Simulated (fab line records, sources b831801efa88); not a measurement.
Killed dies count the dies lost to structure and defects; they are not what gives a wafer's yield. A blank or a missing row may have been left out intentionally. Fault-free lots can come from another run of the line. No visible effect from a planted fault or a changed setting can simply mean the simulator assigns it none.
The tool behind it: which one? | flow sky130 | 7 lots with 21 wafers sampled at 2 steps, on a route of 708 steps

== WHAT THE GAUGES READ, wafer by wafer ==
SKY_LDD_P_CD_MEAS_07: the cd target is 380 nm.
lot  | measured     | on        | cd nm (nm)
L926 | day 19 18:50 | cd sem-01 | 380.2 379.8 378.9
L930 | day 20 22:58 | cd sem-01 | 380.5 381.5 383.4
L934 | day 22 05:20 | cd sem-02 | 382.5 383.0 381.9
L936 | day 22 19:58 | cd sem-01 | 380.5 381.4 380.5
L939 | day 23 18:34 | cd sem-02 | 379.2 378.5 377.9
L943 | day 25 12:04 | cd sem-01 | 376.6 377.9 377.5
L949 | day 27 17:55 | cd sem-02 | 381.3 382.1 383.2

== TOOL THAT RAN EACH LOT (tool first, then ch and the chambers of the sampled wafers, then the start) ==
lot  | SKY_LDD_P_DEVELOP_06
L926 | litho track-01 ch 0, day 19 18:41
L930 | litho track-01 ch 0, day 20 22:49
L934 | litho track-04 ch 0, day 22 05:12
L936 | litho track-04 ch 0, day 22 19:49
L939 | litho track-03 ch 0, day 23 18:26
L943 | litho track-04 ch 0, day 25 11:55
L949 | litho track-01 ch 0, day 27 17:46
- SKY_LDD_P_DEVELOP_06: develop time 60 s.

== THE ANSWER, worked out from the rows above alone ==
Rule: the lots themselves supply what counts as usual. The widest of any qualifying gaps counts: lots, ordered by their means at a reading, are off when they make up no more than a third of the lots, leave a main group of 4 or more, and stand apart from it by 3 or more times the standard deviation of that group's means. The tables above print the reading to a certain number of digits; a main group whose means all agree to those digits is not used. A lot without any number at a reading at which 4 lots or more have one is off too. All remaining lots with rows at the step are treated as sound.
No lot is off on any of the readings shown, so nothing can be concluded from this.

== WHAT WAS PUT IN BY THE SIMULATOR ==
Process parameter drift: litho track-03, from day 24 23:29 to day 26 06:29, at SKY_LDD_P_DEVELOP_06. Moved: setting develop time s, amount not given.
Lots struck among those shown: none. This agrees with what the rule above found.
